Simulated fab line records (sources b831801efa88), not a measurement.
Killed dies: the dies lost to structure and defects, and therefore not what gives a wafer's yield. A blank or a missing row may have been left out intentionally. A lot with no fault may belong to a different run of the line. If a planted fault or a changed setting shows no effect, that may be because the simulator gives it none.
The tool behind it: which one? + flow sky130 + 13 lots with 39 wafers sampled at 5 steps, on a route of 708 steps

== WHAT THE GAUGES SHOWED, per wafer ==
SKY_FIELD_ISO_THK_MEAS_23. Usual: FIELD_ISO_OXIDATION_01_THK gives 10.16 nm (standard deviation 0.2).
| lot  | measured    | on            | FIELD_ISO_OXIDATION_01_THK (nm) | flag |
|------|-------------|---------------|---------------------------------|------|
| L136 | day 2 06:22 | film metro-03 | 10.04 10.18 9.94                |      |
| L137 | day 2 12:13 | film metro-01 | 9.83 10.00 9.87                 |      |
| L140 | day 3 07:53 | film metro-01 | 10.64 10.77 10.53               |      |
| L143 | day 3 22:10 | film metro-03 | 9.86 9.81 9.87                  |      |
| L144 | day 4 04:28 | film metro-01 | 10.44 10.17 10.43               |      |
| L145 | day 4 11:34 | film metro-01 | 10.33 10.34 10.30               |      |
| L147 | day 4 22:19 | film metro-03 | 10.27 10.24 10.06               |      |
| L149 | day 5 03:05 | film metro-01 | 10.18 10.35 10.47               |      |
| L154 | day 6 04:43 | film metro-01 | 10.24 10.02 10.10               |      |
| L155 | day 6 12:42 | film metro-04 | 10.05 10.14 9.93                |      |
| L156 | day 6 16:38 | film metro-04 | 10.02 10.16 9.97                |      |
| L158 | day 7 02:38 | film metro-03 | 10.04 10.04 10.07               |      |
| L159 | day 7 07:25 | film metro-03 | 9.99 9.97 10.01                 |      |

SKY_DNWELL_TW_MEAS_09. Usual: DNWELL_TW gives 1121 (standard deviation 5.8).
| lot  | measured    | on            | DNWELL_TW      | flag |
|------|-------------|---------------|----------------|------|
| L136 | day 3 02:11 | film metro-02 | 1115 1110 1116 |      |
| L137 | day 3 08:22 | film metro-02 | 1127 1118 1120 |      |
| L140 | day 4 04:24 | film metro-02 | 1120 1117 1115 |      |
| L143 | day 4 19:10 | film metro-04 | 1128 1130 1130 |      |
| L144 | day 5 01:43 | film metro-02 | 1132 1123 1121 |      |
| L145 | day 5 15:09 | film metro-04 | 1118 1125 1121 |      |
| L147 | day 5 23:58 | film metro-04 | 1115 1109 1112 |      |
| L149 | day 6 02:56 | film metro-04 | 1119 1113 1114 |      |
| L154 | day 7 03:46 | film metro-02 | 1117 1110 1115 |      |
| L155 | day 7 15:16 | film metro-02 | 1116 1119 1119 |      |
| L156 | day 7 19:04 | film metro-04 | 1127 1126 1126 |      |
| L158 | day 8 05:36 | film metro-02 | 1114 1114 1125 |      |
| L159 | day 8 09:43 | film metro-02 | 1123 1123 1127 |      |

SKY_VT_ADJUST_HVTP_CD_MEAS_07: target cd 380 nm. Usual: 379.7 nm for cd nm, sd 2.4.
| lot  | measured     | on        | cd nm (nm)        | flag |
|------|--------------|-----------|-------------------|------|
| L136 | day 5 22:00  | cd sem-02 | 377.4 378.3 377.4 |      |
| L137 | day 6 06:18  | cd sem-02 | 383.7 382.4 379.4 |      |
| L140 | day 7 04:26  | cd sem-01 | 377.8 379.6 376.2 |      |
| L143 | day 7 22:41  | cd sem-02 | 378.4 379.0 376.9 |      |
| L144 | day 8 05:57  | cd sem-01 | 380.7 381.7 380.7 |      |
| L145 | day 8 22:13  | cd sem-02 | 380.9 381.1 380.3 |      |
| L147 | day 9 08:18  | cd sem-02 | 378.8 380.2 375.9 |      |
| L149 | day 9 11:21  | cd sem-02 | 377.2 376.1 376.0 |      |
| L154 | day 10 17:54 | cd sem-02 | 378.4 383.6 381.8 |      |
| L155 | day 11 07:21 | cd sem-01 | 378.7 378.7 379.5 |      |
| L156 | day 11 12:03 | cd sem-02 | 379.4 378.3 376.8 |      |
| L158 | day 11 23:58 | cd sem-01 | 377.1 378.1 377.3 |      |
| L159 | day 12 04:31 | cd sem-01 | 379.0 379.2 376.3 |      |

SKY_VT_ADJUST_LVTN_TW_MEAS_10. Usual: VT_ADJUST_LVTN_TW gives 241.8 (standard deviation 1.7).
| lot  | measured     | on            | VT_ADJUST_LVTN_TW | flag |
|------|--------------|---------------|-------------------|------|
| L136 | day 6 17:44  | film metro-02 | 243.0 243.6 242.7 |      |
| L137 | day 7 01:57  | film metro-01 | 240.7 242.5 240.9 |      |
| L140 | day 8 01:02  | film metro-02 | 244.3 242.1 244.2 |      |
| L143 | day 8 19:45  | film metro-01 | 239.7 241.5 240.4 |      |
| L144 | day 9 03:59  | film metro-01 | 238.9 239.3 239.7 |      |
| L145 | day 9 19:37  | film metro-01 | 239.5 240.6 238.9 |      |
| L147 | day 10 06:55 | film metro-01 | 239.3 239.4 239.6 |      |
| L149 | day 10 10:41 | film metro-02 | 242.8 242.7 242.2 |      |
| L154 | day 11 17:46 | film metro-04 | 198.5 198.4 198.0 | OFF  |
| L155 | day 12 08:31 | film metro-02 | 198.8 197.1 198.3 | OFF  |
| L156 | day 12 12:56 | film metro-01 | 196.8 196.5 195.9 | OFF  |
| L158 | day 13 00:47 | film metro-04 | 243.4 244.7 243.3 |      |
| L159 | day 13 05:59 | film metro-01 | 240.5 241.8 241.9 |      |

== EACH LOT AND THE TOOL THAT RAN IT (in order: tool; ch and the chambers of the sampled wafers; start) ==
| lot  | SKY_VT_ADJUST_LVTN_IMPLANT_08   |
|------|---------------------------------|
| L136 | implanter-03 ch 0, day 6 17:31  |
| L137 | implanter-03 ch 0, day 7 01:42  |
| L140 | implanter-03 ch 0, day 8 00:49  |
| L143 | implanter-04 ch 0, day 8 19:32  |
| L144 | implanter-02 ch 0, day 9 03:46  |
| L145 | implanter-03 ch 0, day 9 19:22  |
| L147 | implanter-04 ch 0, day 10 06:40 |
| L149 | implanter-03 ch 0, day 10 10:26 |
| L154 | implanter-04 ch 0, day 11 17:31 |
| L155 | implanter-04 ch 0, day 12 08:16 |
| L156 | implanter-04 ch 0, day 12 12:43 |
| L158 | implanter-03 ch 0, day 13 00:33 |
| L159 | implanter-03 ch 0, day 13 05:46 |
- SKY_VT_ADJUST_LVTN_IMPLANT_08

== AS READ BY THE TOOLS THEMSELVES (means over the sampled wafers that have a number; for cases with no such wafer, the mark the record gives instead) ==
SKY_VT_ADJUST_LVTN_IMPLANT_08. Usual: dose ions cm2 1.5699e+12, standard deviation 1.9e+09; faraday current uA 8.86, standard deviation 0.18.
| lot  | tool         | dose ions cm2 | faraday current uA | flag |
|------|--------------|---------------|--------------------|------|
| L136 | implanter-03 | 1.5698e+12    | 8.83               |      |
| L137 | implanter-03 | 1.5698e+12    | 8.93               |      |
| L140 | implanter-03 | 1.5716e+12    | 8.90               |      |
| L143 | implanter-04 | 1.5701e+12    | 8.99               |      |
| L144 | implanter-02 | 1.5672e+12    | 8.79               |      |
| L145 | implanter-03 | 1.5685e+12    | 8.65               |      |
| L147 | implanter-04 | 1.5699e+12    | 8.73               |      |
| L149 | implanter-03 | 1.5709e+12    | 8.82               |      |
| L154 | implanter-04 | 7.7113e+11    | 4.28               | OFF  |
| L155 | implanter-04 | 7.7147e+11    | 4.31               | OFF  |
| L156 | implanter-04 | 7.6957e+11    | 4.29               | OFF  |
| L158 | implanter-03 | 1.5684e+12    | 8.79               |      |
| L159 | implanter-03 | 1.5709e+12    | 8.85               |      |

== THE ANSWER, worked out from the rows above alone ==
Rule: a lot is off if the mean of its wafers that have a number lies more than 3 standard deviations from the usual mean. A lot without any number at a reading at which 4 lots or more have one is off too. Any other lot the step has rows for is counted as sound. Order of review: gauges by route order, followed by the tools' own readings, for which a lot's mean as printed above is used. At the first step where some lot is off, the reading lying furthest off is the one used; lots without a number count as furthest.
Off: at SKY_VT_ADJUST_LVTN_TW_MEAS_10 (VT_ADJUST_LVTN_TW), L154, L155, L156.
A tool fits if, at a process step before that reading, it ran every lot that is off, and no sound lot after the first of them. The gauges at SKY_VT_ADJUST_LVTN_TW_MEAS_10 aren't tried: what is off there is off at SKY_VT_ADJUST_LVTN_IMPLANT_08 too, on other tools, and a gauge's error can't cause that. One candidate fits, namely implanter-04 at SKY_VT_ADJUST_LVTN_IMPLANT_08. Its last sound lot is L147 (day 10 06:40), its first lot that is off L154 (day 11 17:31): a fault that began between those two fits.
The tool's own readings at SKY_VT_ADJUST_LVTN_IMPLANT_08 bear it out: on the lots that are off they differ by more than 5 times the standard deviation of the sound lots' means. dose ions cm2 reads 7.7072e+11 there against 1.5697e+12 on the sound lots; faraday current uA reads 4.29 there against 8.83 on the sound lots.

== WHAT WAS PUT IN BY THE SIMULATOR ==
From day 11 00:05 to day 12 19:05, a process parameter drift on implanter-04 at SKY_VT_ADJUST_LVTN_IMPLANT_08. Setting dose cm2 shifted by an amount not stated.
Shown lots that were struck: L154, L155, L156. The rule above found the same.
